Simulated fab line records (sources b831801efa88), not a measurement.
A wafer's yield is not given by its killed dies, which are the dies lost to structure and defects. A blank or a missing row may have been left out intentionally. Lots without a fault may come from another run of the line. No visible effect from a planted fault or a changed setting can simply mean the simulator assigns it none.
Struck lot and sound lot, side by side    flow sfq_line    21 out of 325 route steps
Sound: the wafers L685.3, L685.4, L685.6. Struck: wafers L693.2, L693.3, L693.5. Last of all comes the cause.
Each step with rows lists, per side, the tool, then ch with its chambers, then its first start. Under that, the readings that differ: sound wafers    struck wafers    difference of the means    sigmas: that difference in standard deviations of wafers without a fault.
alike: a reading whose means differ by less than 2 such deviations, as well as words and numbers matching on both sides. not compared: withheld readings; readings where some wafer has no value; bounds like >300 that might hide an equal value; numbers whose values overlap and for which the record gives no deviation.
A row with sigmas, a row that says differs or no value, or rows on one side alone: a step with any of these is where the two part. Numbers that have no deviation but don't overlap get no sigmas and don't part them. A reading that every wafer of one side lacks parts them only if that side has two wafers or more.

first, 4 steps without rows for these wafers: SFQ_TRILAYER_JJ_CE_LITHO_SOFTBAKE_118; SFQ_TRILAYER_JJ_CE_LITHO_EXPOSE_115 (exposes mask J5, target cd 700 nm); SFQ_TRILAYER_JJ_CE_LITHO_PEB_117 (peb time 60 s); SFQ_TRILAYER_JJ_CE_LITHO_DEVELOP_116 (time 60 s).
SFQ_JJ_OVL_MEAS_931:
  sound: overlay-02 at day 54 15:45; struck: overlay-02 at day 57 16:35
  alike: J5_OVL
following that, these wafers have no rows for 1 step: SFQ_TRILAYER_JJ_CE_METRO_MEASURE_117.
SFQ_TRILAYER_JJ_CE_BARC_OPEN_RIE_150: chemistry O2, target BARC, target depth 240 nm, time 80 s.
  sound on rie_metal-01 ch 0,1, day 54 17:00; struck on rie_metal-02 ch 0,1, day 57 17:49
  alike: drypump_motor_current_A, oes_product_au
  not compared: rf_hours_counter_h
SFQ_TRILAYER_JJ_CE_ETCH_RIE_118: chemistry SF6, target Nb, stops on Al2O3, time 97.7 s, target depth 170 nm.
  sound on rie_metal-01 ch 0,1, day 54 17:06; struck on rie_metal-02 ch 0,1, day 57 17:54
  alike: drypump_motor_current_A, oes_product_au
  not compared: rf_hours_counter_h
following that, these wafers have no rows for 1 step: SFQ_TRILAYER_JJ_ANODIZE_ANODIZE_119.
SFQ_TRILAYER_JJ_CE_STRIP_STRIP_120: strips in O2.
  sound on rie_metal-02 ch 0,1, day 54 17:55; struck on rie_metal-02 ch 0,1, day 57 18:31
  alike: drypump_motor_current_A, oes_product_au
  not compared: rf_hours_counter_h
then, 2 steps without rows for these wafers: SFQ_TRILAYER_JJ_CE_STRIP_SOLV_CLEAN_121 (cleans in NMP, time 600 s); SFQ_TRILAYER_M5_LITHO_COAT_128 (resist thk 62 nm).
SFQ_TRILAYER_M5_LITHO_COAT_123: resist thk 600 nm.
  sound on litho_track-02 ch 0, day 54 18:53; struck on litho_track-01 ch 0, day 57 19:38
reading                                              sound                 struck                difference  sigmas
spin_speed_rpm (rpm)                                 2999.3 2998.1 3000.5  2637.3 2635.7 2637.7  -362.4      -99 or more
model.KrF_of_TRILAYER_M5_LITHO_COAT_123.thk_nm (nm)  600 598.9 600.2       641.6 640.9 642.1     +41.8       
then, 4 steps without rows for these wafers: SFQ_TRILAYER_M5_LITHO_SOFTBAKE_127; SFQ_TRILAYER_M5_LITHO_EXPOSE_124 (exposes mask M5, target cd 700 nm); SFQ_TRILAYER_M5_LITHO_PEB_126 (peb time 60 s); SFQ_TRILAYER_M5_LITHO_DEVELOP_125 (time 60 s).
-- the record jumps here: 4 days lie between the struck wafers' starts before and after --
SFQ_M5_OVL_MEAS_932:
  sound: overlay-01 at day 54 20:53; struck: overlay-02 at day 61 23:25
  alike: M5_OVL
SFQ_TRILAYER_M5_BARC_OPEN_METAL_ETCH_161: etches BARC in O2, target depth 125 nm, time 41.7 s.
  sound on rie_metal-01 ch 0,1, day 54 20:55; struck on rie_metal-04 ch 0,1, day 61 23:27
  alike: drypump_motor_current_A, oes_product_au
  not compared: rf_hours_counter_h
SFQ_TRILAYER_M5_ETCH_METAL_ETCH_126: etches Nb in Cl2/BCl3, stops on SiO2, time 203.2 s, target depth 265 nm.
  sound on rie_metal-01 ch 0,1, day 54 21:02; struck on rie_metal-04 ch 0,1, day 61 23:31
reading                                              sound              struck             difference  sigmas
model.KrF_of_TRILAYER_M5_LITHO_COAT_123.thk_nm (nm)  369.8 366.3 367.9  411.6 412.7 413.2  +44.5       
  alike: drypump_motor_current_A, oes_product_au
  not compared: rf_hours_counter_h
SFQ_TRILAYER_M5_STRIP_STRIP_127: strips in O2.
  sound on rie_metal-01 ch 0,1, day 54 21:21; struck on rie_metal-04 ch 0,1, day 61 23:43
  alike: drypump_motor_current_A, oes_product_au
  not compared: rf_hours_counter_h

## WHERE THEY PART
At SFQ_TRILAYER_M5_LITHO_COAT_123 and nowhere else, as far as this record goes. Later steps at which nothing parts them and some readings are alike: SFQ_M5_OVL_MEAS_932, SFQ_TRILAYER_M5_BARC_OPEN_METAL_ETCH_161, SFQ_TRILAYER_M5_ETCH_METAL_ETCH_126, SFQ_TRILAYER_M5_STRIP_STRIP_127.

WHY: the cause the simulator had injected
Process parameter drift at SFQ_TRILAYER_M5_LITHO_COAT_123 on litho_track-01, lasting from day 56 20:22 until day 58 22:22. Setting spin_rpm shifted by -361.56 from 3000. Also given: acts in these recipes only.
